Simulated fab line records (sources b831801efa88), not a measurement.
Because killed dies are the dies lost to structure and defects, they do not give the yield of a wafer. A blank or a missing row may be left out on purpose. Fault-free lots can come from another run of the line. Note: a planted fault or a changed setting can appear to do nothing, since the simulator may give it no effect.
Matching of chambers | flow sky130 | SKY_CONTACT_CVD_00 on pecvd-02 has 3 sister chambers
The step deposits Si3N4, target thk 75 nm. 27 wafers are shown with their chamber, then 12 later ones without.

== WAFERS PAIRED WITH THEIR CHAMBERS ==
wafer  | chamber | heater_power_w (W)
L075.1 | 0       | 556
L075.2 | 1       | 767
L075.6 | 2       | 677
L077.1 | 0       | 607
L077.4 | 1       | 750
L077.5 | 2       | 649
L079.2 | 2       | 559
L079.5 | 1       | 717
L079.6 | 2       | 579
L081.1 | 0       | 639
L081.2 | 1       | 789
L081.4 | 2       | 624
L082.1 | 1       | 752
L082.2 | 2       | 672
L082.3 | 0       | 617
L082.4 | 0       | 614
L082.5 | 2       | 677
L082.6 | 1       | 757
L085.1 | 1       | 683
L085.2 | 0       | 643
L085.3 | 2       | 668
L088.2 | 2       | 648
L088.3 | 1       | 658
L088.6 | 2       | 669
L092.1 | 1       | 724
L092.2 | 2       | 681
L092.3 | 0       | 558

SIGNATURES (means of the wafers above)
reading        | chamber 0 | chamber 1 | chamber 2 | scatter within a chamber
heater_power_w | 604.86    | 733.00    | 645.73    | 40.2
Rule: distance of a wafer from a chamber = root of the sum over the readings of ((wafer's reading minus chamber's mean) / reading's scatter) squared. The wafer belongs to the nearest chamber; if the next one is less than 2 further off, it can't be placed. The scatter: take each reading less its chamber's mean, square it, sum over the shown wafers, divide by the number of wafers less the number of chambers, and take the root.

== WAFERS MISSING THEIR CHAMBER ==
wafer  | heater_power_w (W)
L092.4 | 730
L092.5 | 675
L092.6 | 586
L094.1 | 596
L094.2 | 574
L094.3 | 678
L094.4 | 606
L094.5 | 669
L094.6 | 581
L096.3 | 587
L096.5 | 590
L096.6 | 708

== THE CHAMBER EACH PASSED THROUGH ==
wafer  | from the rows above          | in truth
L092.4 | 1                            | 1
L092.5 | can't be placed: 2 or 1 or 0 | 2
L092.6 | can't be placed: 0 or 2      | 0
L094.1 | can't be placed: 0 or 2      | 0
L094.2 | can't be placed: 0 or 2      | 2
L094.3 | can't be placed: 2 or 1 or 0 | 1
L094.4 | can't be placed: 0 or 2      | 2
L094.5 | can't be placed: 2 or 1 or 0 | 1
L094.6 | can't be placed: 0 or 2      | 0
L096.3 | can't be placed: 0 or 2      | 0
L096.5 | can't be placed: 0 or 2      | 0
L096.6 | can't be placed: 1 or 2 or 0 | 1
Correct placement for 1 of the 12. These rows do not allow placing 11 (true chamber among the candidates in 11). Number placed wrongly: 0.
